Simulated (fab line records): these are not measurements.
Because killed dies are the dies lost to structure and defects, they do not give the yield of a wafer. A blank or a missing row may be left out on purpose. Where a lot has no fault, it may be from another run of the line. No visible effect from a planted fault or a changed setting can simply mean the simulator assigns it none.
fab line records	flow sky130
record: lots: 5	wafers: 15	last-day: 50
route steps=708 shown VIA4@651 METAL5@661 PAD_OPEN@708
lots that met no fault: from a run of the same line without faults
start-h: hours from the record's first day to the start of the lot's first wafer shown	wait-h: hours since the lot's step before	" repeats the value in the row above	L1.1+2: one row covering several wafers at once	- no value present, or no start provided	* or withheld: withheld	< > ~ a bound
route shown NAME@n: names a module that has steps shown in the file, with the first one's number in the route	usual: mean/standard deviation of fault-free wafers	same: alike in all rows	chamber/n: place in a boat	sites: the reading at each site	_std_site: standard deviation of those values	_edge_site: outer sites' mean less inner sites'	radius-mm: for every site, how far away it sits from the centre of the wafer	mask NAME#n: copy n	behind: the last tool/chamber to shape the wafer	hold: the reason the lot was held/the length of the hold in hours/how it ended	device: the n, p or np transistor that did not switch	end of line: the same wafers' tests at the end of the route	step lacking rows: just its recipe	killed: dies that structure and defects cost at the first sort, which is not the same as the wafer's yield	map: shows each die of a wafer: x if killed, . if not, _ if none is there
set.NAME: the setting as run; set.NAME@STEP: as run at that earlier step	model.NAME: the simulator's own value behind a step, which no gauge read
lots at some steps of the route; a table a step, a row a wafer
services: when a tool's chamber went out of use (start-h, in hours from the record's first day, below 0 if earlier), for how many hours, and the reason
== steps ==
step: SKY_VIA4_ETCH_12
recipe: target: SiO2	chemistry: C4F8/O2/Ar	stop-on: TiN	mask-material: NOVOLAK	source-w: 1500	bias-w: 1200	pressure-mtorr: 40	c4f8-flow-sccm: withheld	O2_flow_sccm: 6	Ar_flow_sccm: 300	time-s: withheld	target-depth-a: 5800
step: SKY_VIA4_STRIP_13
recipe: chemistry: O2/N2	power-w: 1400	pressure-mtorr: 1500	platen-temp-c: withheld	o2-flow-sccm: 3000	n2-flow-sccm: 300	overash-fraction: 0.5
step: SKY_VIA4_STRIP_14
recipe: chemistry: post-etch-residue-remover	time-s: 1200	temp-c: 72.5
step: SKY_VIA4_CLEAN_15
recipe: chemistry: IPA	time-s: 180	temp-c: 25
step: SKY_VIA4_CLEAN_16
recipe: chemistry: O3/DIW	dry: n2-spin
step: SKY_VIA4_SPUTTER_17
recipe: material: TiN	target-thk-nm: 20	chamber-pressure-pa: 5	power-w: 4000	time-s: 80
step: SKY_VIA4_CVD_18
recipe: material: W	target-thk-nm: 505	time-s: 152.14	temp-c: 400	pressure-torr: 40
step: SKY_VIA4_CMP_21
recipe: stop-on: SiO2	t-overpolish-s: 25	down-force-psi: 3.5	platen-rpm: 60	target-thk-nm: 0	pad-velocity-m-s: 0.94248
step: SKY_METAL5_SPUTTER_00
recipe: material: Ti	target-thk-nm: 15	power-w: 3000	time-s: 10	chamber-pressure-pa: 0.4
step: SKY_METAL5_SPUTTER_01
recipe: material: TiN	target-thk-nm: 20	power-w: 6500	time-s: 16.7	chamber-pressure-pa: 0.4
step: SKY_METAL5_SPUTTER_02
recipe: material: AlCu	target-thk-nm: 1150	power-w: 10600	time-s: 61.2	chamber-pressure-pa: 0.4
usual: chamber-pressure-pa: 0.4000/0.00077	throttle-valve-pct: 30.0/1.1
lot.wafer	tool	chamber	start-h	wait-h	chamber-pressure-pa	throttle-valve-pct	model.AlCu_of_METAL5_SPUTTER_02.thk-nm
L524.1	pvd-sputter-04	-	1020.59	0.0	0.4001	30.8	1143
L524.2	"	-	"	"	0.4004	30.8	1149
L524.6	"	-	"	"	0.4002	30.7	1161
L536.1	pvd-sputter-04	-	1104.64	0.0	0.5598	26.1	1064
L536.2	"	-	"	"	0.5610	25.4	1048
L536.5	"	-	"	"	0.5607	25.5	1048
L538.1	pvd-sputter-04	-	1116.25	0.0	0.5598	25.5	1056
L538.3	"	-	"	"	0.5623	26.0	1066
L538.5	"	-	"	"	0.5607	25.8	1056
L539.3	pvd-sputter-04	-	1117.20	0.0	0.5605	25.6	1061
L539.5	"	-	"	"	0.5601	24.4	1042
L539.6	"	-	"	"	0.5594	26.0	1067
L543.1	pvd-sputter-02	-	1139.47	0.0	0.3995	28.6	1129
L543.4	"	-	"	"	0.3996	30.9	1140
L543.5	"	-	"	"	0.3997	30.7	1126
step: SKY_METAL5_SPUTTER_03
recipe: material: Ti	target-thk-nm: 5	power-w: 3000	time-s: 3.3	chamber-pressure-pa: 0.4
step: SKY_METAL5_SPUTTER_04
recipe: material: TiN	target-thk-nm: 70	power-w: 6500	time-s: 58.3	chamber-pressure-pa: 0.4
step: SKY_METAL5_RS_MEAS_05
recipe: thk-meas-gauge: four-point-probe	reads: TiN_of_METAL5_SPUTTER_04+Ti_of_METAL5_SPUTTER_03+AlCu_of_METAL5_SPUTTER_02+TiN_of_METAL5_SPUTTER_01+Ti_of_METAL5_SPUTTER_00
usual: METAL5_ALCU_RS: 0.02703/0.00027
lot.wafer	tool	chamber	start-h	wait-h	hold	METAL5_ALCU_RS[ohm/sq]
L524.1	film-metro-03	-	1020.71	0.0	-	0.02725
L524.2	"	-	"	"	-	0.02709
L524.6	"	-	"	"	-	0.02679
L536.1	film-metro-02	-	1104.76	0.0	await-dispo/0.2h/release	0.02948
L536.2	"	-	"	"	await-dispo/0.2h/release	0.0299
L536.5	"	-	"	"	await-dispo/0.2h/release	0.02995
L536.1	film-metro-02	-	1105.05	0.3	-	0.02947
L536.2	"	-	"	"	-	0.02996
L536.5	"	-	"	"	-	0.02994
L538.1	film-metro-02	-	1116.37	0.0	await-dispo/0.2h/release	0.02966
L538.3	"	-	"	"	await-dispo/0.2h/release	0.02937
L538.5	"	-	"	"	await-dispo/0.2h/release	0.02974
L538.1	film-metro-02	-	1116.71	0.3	-	0.02963
L538.3	"	-	"	"	-	0.02945
L538.5	"	-	"	"	-	0.02967
L539.3	film-metro-02	-	1117.36	0.1	await-dispo/0.2h/release	0.02953
L539.5	"	-	"	"	await-dispo/0.2h/release	0.03005
L539.6	"	-	"	"	await-dispo/0.2h/release	0.02942
L539.3	film-metro-02	-	1117.64	0.3	-	0.02955
L539.5	"	-	"	"	-	0.03007
L539.6	"	-	"	"	-	0.02936
L543.1	film-metro-04	-	1139.59	0.0	-	0.0276
L543.4	"	-	"	"	-	0.02728
L543.5	"	-	"	"	-	0.02768
step: SKY_METAL5_THK_MEAS_06
recipe: thk-meas-gauge: xrf	reads: AlCu_of_METAL5_SPUTTER_02
usual: METAL5_ALCU_THK: 1148/13
lot.wafer	tool	chamber	start-h	wait-h	hold	METAL5_ALCU_THK[nm]
L524.1	film-metro-03	-	1020.83	0.1	-	1140
L524.2	"	-	"	"	-	1142
L524.6	"	-	"	"	-	1157
L536.1	film-metro-02	-	1110.70	5.6	await-dispo/0.2h/release	1069
L536.2	"	-	"	"	await-dispo/0.2h/release	1048
L536.5	"	-	"	"	await-dispo/0.2h/release	1051
L536.1	film-metro-02	-	1110.93	0.2	-	1067
L536.2	"	-	"	"	-	1051
L536.5	"	-	"	"	-	1052
L538.1	film-metro-02	-	1121.87	5.1	await-dispo/0.2h/release	1060
L538.3	"	-	"	"	await-dispo/0.2h/release	1073
L538.5	"	-	"	"	await-dispo/0.2h/release	1057
L538.1	film-metro-02	-	1122.10	0.2	-	1057
L538.3	"	-	"	"	-	1073
L538.5	"	-	"	"	-	1059
L539.3	film-metro-02	-	1126.07	8.4	await-dispo/0.2h/release	1068
L539.5	"	-	"	"	await-dispo/0.2h/release	1044
L539.6	"	-	"	"	await-dispo/0.2h/release	1070
L539.3	film-metro-02	-	1126.29	0.2	-	1064
L539.5	"	-	"	"	-	1044
L539.6	"	-	"	"	-	1073
L543.1	film-metro-04	-	1139.71	0.1	-	1119
L543.4	"	-	"	"	-	1135
L543.5	"	-	"	"	-	1122
step: SKY_METAL5_HMDS_08
recipe: prime-time-s: 60	prime-temp-c: 120
step: SKY_METAL5_COAT_09
recipe: resist: NOVOLAK	spin-rpm: 3000	resist-thk-nm: 1800
step: SKY_METAL5_SOFTBAKE_10
recipe: temp-c: 90	time-s: 60	resist: NOVOLAK
step: SKY_METAL5_EXPOSE_11
recipe: mask-id: MM5	na: 0.6	source-shape: conventional	sigma-outer: 0.6	polarization: unpolarized	target-cd-nm: 1600	dose-mj: 190
step: SKY_METAL5_PEB_12
recipe: temp-c: withheld	time-s: *	resist: NOVOLAK
step: SKY_METAL5_DEVELOP_13
recipe: resist: NOVOLAK	developer: TMAH	develop-time-s: 60	dev-temp-c: 23
step: SKY_METAL5_DESCUM_14
recipe: chemistry: O2	source-power-w: 150	bias-power-w: 0	pressure-mtorr: 10	temp-c: 40	time-s: 11
step: SKY_METAL5_METAL_ETCH_15
recipe: target-depth-a: 12600	stop-on: SiO2	over-etch-frac: 0.2	time-s: 252	chemistry: Cl2/BCl3	resist-sidewall-deg: 86	pressure-mtorr: 10	icp-w: 900	bias-w: 48.5	Cl2_flow_sccm: 60	bcl3-flow-sccm: 30
usual: drypump-motor-current-A: 5.6/0.34	oes-product-au: 0.894/0.0049	throttle-valve-pct: 22.266/0.0094
lot.wafer	tool	chamber	start-h	wait-h	drypump-motor-current-A	oes-product-au	rf-hours-counter-h	throttle-valve-pct
L524.1	rie-metal-04	0	1044.21	0.0	5.9	0.891	18	22.260
L524.2	"	1	"	"	5.7	0.884	6	22.286
L524.6	"	0	"	"	5.9	0.892	-	22.249
L536.1	rie-metal-02	1	1124.86	0.0	5.0	0.864	24	22.279
L536.2	"	0	"	"	5.8	0.864	21	22.267
L536.5	"	1	"	"	5.0	0.859	-	22.262
L538.1	rie-metal-02	1	1135.77	0.0	5.0	0.865	25	22.257
L538.3	"	1	"	"	5.0	0.864	-	22.254
L538.5	"	1	"	"	5.0	0.865	-	22.258
L539.3	rie-metal-04	1	1137.03	0.1	5.7	0.868	-	22.248
L539.5	"	0	"	"	5.9	0.860	-	22.268
L539.6	"	1	"	"	5.7	0.864	-	22.261
L543.1	rie-metal-03	1	1158.72	0.0	5.6	0.892	22	22.278
L543.4	"	0	"	"	5.9	0.895	-	22.269
L543.5	"	0	"	"	5.9	0.888	-	22.254
step: SKY_METAL5_STRIP_16
recipe: chemistry: O2/N2	power-w: 1400	pressure-mtorr: 1500	platen-temp-c: withheld	o2-flow-sccm: 3000	n2-flow-sccm: 300	overash-fraction: 0.5
step: SKY_PAD_OPEN_PROBE_99
usual: defect-limited-yield: 82.5/2	killed_at_M0_to_M3: 44/7.7	killed_at_M4_up: 3.0/1.9	killed-at-contacts: 25/5.6	killed-at-front-end: 15/4.6	killed-at-other: 0.3/0.47	killed-dies: 86/9.9	killed-open: 47/7.4	killed-short: 39/5.9	sort_bin_3_pad_short: 0.8/0.37	sort_bin_5_function: 10.4/1.5	sort_bin_6_memory: 6.3/1	sort-n-pass: 406/9.9	sort-yield-pct: 82.5/2
same: gross-dies: 492	killed-at-back-side: 0	sort_bin_4_leakage[%]: 0	sort_bin_8_speed[%]: 0
lot.wafer	tool	chamber	start-h	wait-h	defect-limited-yield[%]	killed_at_M0_to_M3	killed_at_M4_up	killed-at-contacts	killed-at-front-end	killed-at-other	killed-dies	killed-open	killed-short	sort_bin_3_pad_short[%]	sort_bin_5_function[%]	sort_bin_6_memory[%]	sort-n-pass	sort-yield-pct[%]	model.etest.met5.rs-ohm-sq	model.etest.met5.line-ohm-um
L524.1	prober-01	-	1090.66	0.1	82.9	45	2	22	15	0	84	45	39	0.4	10.0	6.7	408	82.9	0.0275	0.01695
L524.2	prober-01	-	1090.71	0.1	80.5	49	4	26	17	0	96	57	39	0.4	11.4	7.7	396	80.5	0.02729	0.01709
L524.6	prober-01	-	1090.91	0.2	84.6	35	4	20	17	0	76	38	38	0.8	8.3	6.3	416	84.6	0.02664	0.0165
L536.1	prober-02	-	1165.64	0.1	81.1	47	6	21	19	0	93	45	48	0.6	10.6	7.7	399	81.1	0.02942	0.01819
L536.2	prober-02	-	1165.69	0.1	82.5	37	4	28	17	0	86	54	32	1.2	11.4	4.9	406	82.5	0.03025	0.01908
L536.5	prober-02	-	1165.84	0.2	80.5	45	5	36	10	0	96	62	34	1.0	11.6	6.9	396	80.5	0.03001	0.0186
L538.1	prober-02	-	1176.43	0.1	84.8	41	1	20	13	0	75	37	38	0.8	8.9	5.5	417	84.8	0.02941	0.01817
L538.3	prober-02	-	1176.53	0.2	83.3	44	2	19	17	0	82	42	40	0.6	9.3	6.7	410	83.3	0.02909	0.01791
L538.5	prober-02	-	1176.63	0.2	83.9	33	0	32	14	0	79	41	38	1.0	8.7	6.3	413	83.9	0.02972	0.01833
L539.3	prober-01	-	1176.79	0.2	81.1	45	3	29	16	0	93	45	48	1.2	10.0	7.7	399	81.1	0.02959	0.0184
L539.5	prober-01	-	1176.89	0.2	79.9	47	1	30	21	0	99	53	46	1.2	12.0	6.9	393	79.9	0.02968	0.01835
L539.6	prober-01	-	1176.94	0.2	79.1	55	2	27	18	1	103	57	46	0.6	13.2	7.1	389	79.1	0.02928	0.01823
L543.1	prober-01	-	1195.12	0.1	82.5	45	1	26	14	0	86	48	38	1.0	10.4	6.1	406	82.5	0.02779	0.01741
L543.4	prober-01	-	1195.27	0.2	80.1	46	3	21	27	1	98	51	47	1.0	9.6	9.3	394	80.1	0.02729	0.01709
L543.5	prober-01	-	1195.32	0.2	83.1	42	1	21	19	0	83	45	38	1.4	11.2	4.3	409	83.1	0.02756	0.01724
killed by level:class
L524.1 VIA1:geometric-particle:open=14 LI_CONTACT:geometric-particle:open=7 VIA2:geometric-particle:open=6 CONTACT:geometric-particle:short=6 VIA1:geometric-particle:short=6 METAL2:geometric-particle:short=6 POLY_GATE:geometric-particle:short=5 VIA3:geometric-particle:open=5
L524.2 CONTACT:geometric-particle:open=12 VIA3:geometric-particle:open=10 VIA1:geometric-particle:open=9 VIA2:geometric-particle:open=9 METAL2:geometric-particle:short=6 POLY_GATE:geometric-particle:open=5 POLY_GATE:geometric-particle:short=4 CONTACT:geometric-particle:short=4
L524.6 VIA1:geometric-particle:open=13 LOCAL_INTERCONNECT:geometric-particle:short=7 POLY_GATE:geometric-particle:short=6 VIA2:geometric-particle:short=6 CONTACT:geometric-particle:open=5 VIA2:geometric-particle:open=5 FIELD_ISO:geometric-particle:open=3 FIELD_ISO:geometric-particle:short=3
L536.1 VIA1:geometric-particle:open=12 FIELD_ISO:geometric-particle:short=9 CONTACT:geometric-particle:open=9 VIA2:geometric-particle:open=9 METAL1:geometric-particle:short=6 VIA1:geometric-particle:short=5 LI_CONTACT:geometric-particle:open=4 LOCAL_INTERCONNECT:geometric-particle:short=4
L536.2 CONTACT:geometric-particle:open=12 VIA1:geometric-particle:open=9 VIA2:geometric-particle:open=8 LI_CONTACT:geometric-particle:open=7 VIA3:geometric-particle:open=6 METAL2:geometric-particle:short=5 FIELD_ISO:geometric-particle:short=4 POLY_GATE:geometric-particle:open=4
L536.5 CONTACT:geometric-particle:open=13 LI_CONTACT:geometric-particle:open=12 VIA1:geometric-particle:open=9 VIA2:geometric-particle:open=9 VIA3:geometric-particle:open=9 METAL1:geometric-particle:short=6 LOCAL_INTERCONNECT:geometric-particle:short=4 VIA3:geometric-particle:short=4
L538.1 VIA1:geometric-particle:open=9 METAL1:geometric-particle:short=8 CONTACT:geometric-particle:open=7 FIELD_ISO:geometric-particle:short=6 POLY_GATE:geometric-particle:short=5 METAL1:geometric-particle:open=5 LI_CONTACT:geometric-particle:open=4 CONTACT:geometric-particle:short=4
L538.3 VIA2:geometric-particle:open=9 FIELD_ISO:geometric-particle:open=8 VIA1:geometric-particle:short=6 VIA1:geometric-particle:open=6 FIELD_ISO:geometric-particle:short=5 LI_CONTACT:geometric-particle:open=5 LOCAL_INTERCONNECT:geometric-particle:short=5 VIA3:geometric-particle:open=5
L538.5 CONTACT:geometric-particle:open=12 VIA2:geometric-particle:open=9 LI_CONTACT:geometric-particle:open=8 VIA1:geometric-particle:open=6 FIELD_ISO:geometric-particle:short=5 LOCAL_INTERCONNECT:geometric-particle:short=5 VIA3:geometric-particle:open=4 CONTACT:geometric-particle:short=4
L539.3 CONTACT:geometric-particle:open=9 VIA2:geometric-particle:open=8 CONTACT:geometric-particle:short=7 FIELD_ISO:geometric-particle:short=6 LOCAL_INTERCONNECT:geometric-particle:short=6 VIA1:geometric-particle:short=6 VIA1:geometric-particle:open=6 VIA3:geometric-particle:open=6
L539.5 VIA2:geometric-particle:open=10 LI_CONTACT:geometric-particle:open=10 CONTACT:geometric-particle:open=10 VIA1:geometric-particle:open=8 FIELD_ISO:geometric-particle:short=7 METAL2:geometric-particle:short=7 CONTACT:geometric-particle:short=6 VIA3:geometric-particle:open=5
L539.6 CONTACT:geometric-particle:open=13 VIA1:geometric-particle:open=8 POLY_GATE:geometric-particle:open=7 LI_CONTACT:geometric-particle:open=7 METAL2:geometric-particle:short=7 METAL3:geometric-particle:short=7 VIA3:geometric-particle:short=7 VIA3:geometric-particle:open=7
L543.1 VIA1:geometric-particle:open=14 VIA3:geometric-particle:open=9 LI_CONTACT:geometric-particle:open=7 CONTACT:geometric-particle:open=7 CONTACT:geometric-particle:short=6 VIA1:geometric-particle:short=5 LOCAL_INTERCONNECT:geometric-particle:short=4 METAL1:geometric-particle:short=4
L543.4 VIA3:geometric-particle:open=9 FIELD_ISO:geometric-particle:open=8 CONTACT:geometric-particle:open=8 VIA1:geometric-particle:open=8 POLY_GATE:geometric-particle:short=6 METAL1:geometric-particle:short=6 FIELD_ISO:geometric-particle:short=5 LOCAL_INTERCONNECT:geometric-particle:short=5
L543.5 CONTACT:geometric-particle:open=8 METAL1:geometric-particle:short=7 VIA1:geometric-particle:open=6 VIA2:geometric-particle:open=6 LI_CONTACT:geometric-particle:open=5 METAL3:geometric-particle:short=5 FIELD_ISO:geometric-particle:open=4 POLY_GATE:geometric-particle:open=4
== services ==
tool	chamber	start-h	hours	kind
pvd-sputter-04	-	1005.53	7.4	repair
pvd-sputter-04	-	1020.76	1.1	repair
rie-metal-03	-	1035.85	1.5	repair
rie-metal-04	1	1048.71	2.9	repair
rie-metal-02	-	1114.03	0.2	repair
== key ==
first-sign: step: SKY_METAL5_SPUTTER_02	reading: chamber-pressure-pa	direction: up	sigmas: 99+	usual: 0.4000	struck: 0.5605
effect: step: SKY_METAL5_SPUTTER_02	reading: throttle-valve-pct	direction: down	sigmas: 4	usual: 30.0	struck: 25.6
effect: step: SKY_METAL5_RS_MEAS_05	reading: visit	direction: added
effect: step: SKY_METAL5_RS_MEAS_05	reading: METAL5_ALCU_RS	direction: up	sigmas: 10	usual: 0.02703	struck: 0.02968
effect: step: SKY_METAL5_THK_MEAS_06	reading: visit	direction: added
effect: step: SKY_METAL5_THK_MEAS_06	reading: METAL5_ALCU_THK	direction: down	sigmas: 6.7	usual: 1148	struck: 1060
effect: step: SKY_METAL5_METAL_ETCH_15	reading: oes-product-au	direction: down	sigmas: 6.3	usual: 0.894	struck: 0.864
model-effect: step: SKY_METAL5_SPUTTER_02	value: AlCu_of_METAL5_SPUTTER_02.thk-nm	without: 1148	struck: 1057
model-effect: step: SKY_PAD_OPEN_PROBE_99	value: etest.met5.rs-ohm-sq	without: 0.02724	struck: 0.02961
met-at SKY_METAL5_SPUTTER_02
struck-wafers L536.1,L536.2,L536.5,L538.1,L538.3,L538.5,L539.3,L539.5,L539.6
onset-between 1020.59 1104.64
fault: kind: process-parameter-drift	tool: pvd-sputter-04	chamber: -	onset-h: 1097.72	steps: SKY_METAL5_SPUTTER_02	channel: chamber-pressure-pa	offset: 0.16019	shape: step	end-h: 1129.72	acts-in: these-recipes-only	stated: 0.4
